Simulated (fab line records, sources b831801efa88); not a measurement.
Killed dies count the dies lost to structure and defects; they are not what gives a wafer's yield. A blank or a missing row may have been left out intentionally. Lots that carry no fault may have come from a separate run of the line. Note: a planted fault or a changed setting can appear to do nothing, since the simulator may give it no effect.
Comparing a struck lot with a sound one / flow sky130 / 18 steps out of a route of 708
Sound: wafers L648.1, L648.2, L648.6. Struck: wafer L640.1. (L640.4, L640.6 of the same lot were not struck and are left out.) The cause comes at the end.
At each step with rows: each side's tool, then ch and its chambers, then its first start. Under that, the readings that differ: sound wafers / struck wafers / difference of the means / sigmas: that difference in standard deviations of wafers without a fault.
alike: a reading whose means differ by less than 2 such deviations, as well as words and numbers matching on both sides. not compared: withheld readings; readings where some wafer has no value; bounds like >300 that might hide an equal value; numbers whose values overlap and for which the record gives no deviation.
A row with sigmas, a row that says differs or no value, or rows on one side alone: a step with any of these is where the two part. Numbers that don't overlap but have no deviation are shown without sigmas and don't part them. A reading missing from all wafers of one side parts the sides only when that side holds two or more wafers.

first, 3 steps without rows for these wafers: SKY_VIA3_EXPOSE_09 (exposes mask VIM3, target cd 200 nm); SKY_VIA3_PEB_10; SKY_VIA3_DEVELOP_11 (develop time 60 s).
SKY_VIA3_CD_MEAS_12 targets a cd of 200 nm.
  sound: cd sem-02 at day 45 09:13; struck: cd sem-01 at day 42 15:38
  alike: cd nm
SKY_VIA3_OVL_MEAS_13:
  sound: overlay-02 at day 45 09:20; struck: overlay-01 at day 42 15:46
  alike: VIA3_OVL
SKY_VIA3_ETCH_14: etches BARC in N2/H2, stops on SiO2, time 45.9 s, target depth 60 nm.
  sound on rie diel-01 ch 2,3, day 45 09:23; struck on rie diel-04 ch 0, day 42 15:48
reading=oes product au (a.u.); sound=0.866 0.857 0.854; struck=0.849; difference=-0.010; sigmas=-2
  alike: drypump motor current A, h2 flow sccm, n2 flow sccm, throttle valve pct
  not compared: rf hours counter h
SKY_VIA3_ETCH_15: etches SiO2 in C4F8/O2/Ar, stops on TiN, target depth 507 nm, time 78 s.
  sound on rie diel-01 ch 2,3, day 45 09:25; struck on rie diel-04 ch 0, day 42 15:50
reading=oes product au (a.u.); sound=0.949 0.948 0.955; struck=0.938; difference=-0.013; sigmas=-3
  not compared: rf hours counter h
SKY_VIA3_STRIP_16: strips in O2/N2.
  sound on plasma asher-04 ch 0,1, day 45 09:29; struck on plasma asher-02 ch 1, day 42 15:54
  alike: drypump motor current A, n2 flow sccm, oes product au, strip time to endpoint s
  not compared: rf hours counter h
then, 3 steps without rows for these wafers: SKY_VIA3_STRIP_17 (strips in post etch residue remover, time 1200 s); SKY_VIA3_CLEAN_18 (cleans in IPA, time 180 s); SKY_VIA3_CLEAN_19 (cleans in O3/DIW).
SKY_VIA3_SPUTTER_20: material TiN, target thk 20 nm, time 80 s.
  sound: pvd sputter-02 at day 45 10:04; struck: pvd sputter-02 at day 42 16:29
  alike: throttle valve pct
SKY_VIA3_CVD_21: deposits W, target thk 390 nm, time 117.31 s.
  sound on cvd w-01 ch 0,1, day 45 10:08; struck on cvd w-01 ch 1, day 42 16:33
reading=model.W_of_VIA3_CVD_21.thk nm (nm); sound=385.2 396.9 394; struck=463.3; difference=+71.3; sigmas=
  alike: heater power w
SKY_VIA3_RS_MEAS_22: measurement is done with a four-point probe.
  sound: film metro-04 at day 45 10:15; struck: film metro-03 at day 42 16:58
reading=VIA3_W_RS (ohm/sq); sound=0.298 0.289 0.291; struck=0.247; difference=-0.046; sigmas=-12
  not compared: hold
SKY_VIA3_THK_MEAS_23: measures by xrf.
  sound: film metro-04 at day 45 10:22; struck: film metro-03 at day 43 02:29
reading=VIA3_W_THK (nm); sound=409 419 416; struck=479; difference=+64; sigmas=+7
  not compared: hold
SKY_VIA3_CMP_24: polishes, stops on SiO2, t overpolish 20 s, target thk 0 nm.
  sound on cmp-01 ch 2,3, day 45 10:26; struck on cmp-01 ch 1, day 43 04:46
reading=hold; sound=- - -; struck=await dispo/2.0h/release; difference=no value on the sound wafers; sigmas=
reading=motor current A (A); sound=13.2 10.5 12.8; struck=9.7; difference=-2.5; sigmas=-2
reading=platen rpm (rpm); sound=59.97 59.97 59.94; struck=60.07; difference=+0.11; sigmas=+3
reading=time to endpoint s (s); sound=94 102 97; struck=110; difference=+12; sigmas=+3
SKY_METAL4_SPUTTER_00: material Ti, target thk 15 nm, time 10 s.
  sound: pvd sputter-04 at day 45 10:44; struck: pvd sputter-04 at day 43 04:58
  alike: throttle valve pct
-- the record jumps here: 5 days lie between the struck wafers' starts before and after (it left off in module METAL4 and takes up again in module PAD_OPEN, whose first step shown is number 708 of the route) --
SKY_PAD_OPEN_PROBE_99:
  sound: prober-02 at day 50 10:38; struck: prober-02 at day 48 07:12
reading=killed at contacts; sound=34 24 21; struck=15; difference=-11; sigmas=-2
  alike: defect limited yield, killed_at_M0_to_M3, killed_at_M4_up, killed at front end, killed at other, killed dies, killed open, killed short, sort_bin_3_pad_short, sort_bin_5_function, sort_bin_6_memory, sort n pass, sort yield pct

## WHERE THEY PART
First at SKY_VIA3_ETCH_14; last, within this record, at SKY_PAD_OPEN_PROBE_99.

WHY: the cause the simulator had injected
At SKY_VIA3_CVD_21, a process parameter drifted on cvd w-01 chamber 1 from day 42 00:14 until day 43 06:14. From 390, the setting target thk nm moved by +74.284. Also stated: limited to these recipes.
